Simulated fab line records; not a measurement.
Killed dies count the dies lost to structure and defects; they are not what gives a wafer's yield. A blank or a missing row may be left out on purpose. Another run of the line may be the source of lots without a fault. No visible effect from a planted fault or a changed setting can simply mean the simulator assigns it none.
Chamber matching || flow sfq line || cmp-02 running SFQ_TRILAYER_I7_CMP_CMP_184: 4 sister chambers
The step polishes SiO2. 8 wafers are shown with their chamber, then 7 later ones without.

== EACH WAFER AND ITS CHAMBER ==
{"wafer": "L625.2", "chamber": 2, "motor current A (A)": 9.9, "head pressure psi (psi)": 3.007}
{"wafer": "L625.6", "chamber": 3, "motor current A (A)": 11.3, "head pressure psi (psi)": 2.998}
{"wafer": "L627.2", "chamber": 3, "motor current A (A)": 11.2, "head pressure psi (psi)": 3.007}
{"wafer": "L628.4", "chamber": 2, "motor current A (A)": 10.3, "head pressure psi (psi)": 3.010}
{"wafer": "L629.1", "chamber": 1, "motor current A (A)": 10.6, "head pressure psi (psi)": 3.009}
{"wafer": "L629.4", "chamber": 0, "motor current A (A)": 10.2, "head pressure psi (psi)": 2.985}
{"wafer": "L629.5", "chamber": 0, "motor current A (A)": 10.5, "head pressure psi (psi)": 2.997}
{"wafer": "L631.1", "chamber": 1, "motor current A (A)": 11.3, "head pressure psi (psi)": 2.991}

== WAFERS WITH NO CHAMBER GIVEN ==
{"wafer": "L631.2", "motor current A (A)": 11.0, "head pressure psi (psi)": 2.998}
{"wafer": "L631.4", "motor current A (A)": 11.3, "head pressure psi (psi)": 2.998}
{"wafer": "L634.4", "motor current A (A)": 10.2, "head pressure psi (psi)": 2.995}
{"wafer": "L634.6", "motor current A (A)": 10.2, "head pressure psi (psi)": 2.999}
{"wafer": "L645.1", "motor current A (A)": 10.8, "head pressure psi (psi)": 3.017}
{"wafer": "L645.4", "motor current A (A)": 11.6, "head pressure psi (psi)": 3.000}
{"wafer": "L645.5", "motor current A (A)": 10.7, "head pressure psi (psi)": 3.000}

== CHAMBER TAKEN BY EACH ==
{"wafer": "L631.2", "from the rows above": "can't be placed: 1 or 3 or 0", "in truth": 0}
{"wafer": "L631.4", "from the rows above": "can't be placed: 3 or 1", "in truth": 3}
{"wafer": "L634.4", "from the rows above": "can't be placed: 0 or 2 or 1", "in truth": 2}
{"wafer": "L634.6", "from the rows above": "can't be placed: 0 or 2 or 1", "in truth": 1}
{"wafer": "L645.1", "from the rows above": "can't be placed: 1 or 3 or 2 or 0", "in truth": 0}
{"wafer": "L645.4", "from the rows above": "can't be placed: 3 or 1", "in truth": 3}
{"wafer": "L645.5", "from the rows above": "can't be placed: 1 or 0 or 3 or 2", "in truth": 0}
0 of 7 placed correctly. Cannot be placed on the basis of these rows: 7; the candidates contain the true chamber in 7. Placed wrongly: 0.
How it was worked out, from the rows above alone: a wafer's distance from a chamber is the root of the sum, over the readings, of the square of ((its reading less the chamber's mean) divided by the reading's scatter). If the next closest chamber is less than 2 further off than the closest, the wafer can't be placed; otherwise it belongs to the closest. Each chamber's mean is taken over the wafers shown for it. The scatter: take each reading less its chamber's mean, square it, sum over the shown wafers, divide by the number of wafers less the number of chambers, and take the root.
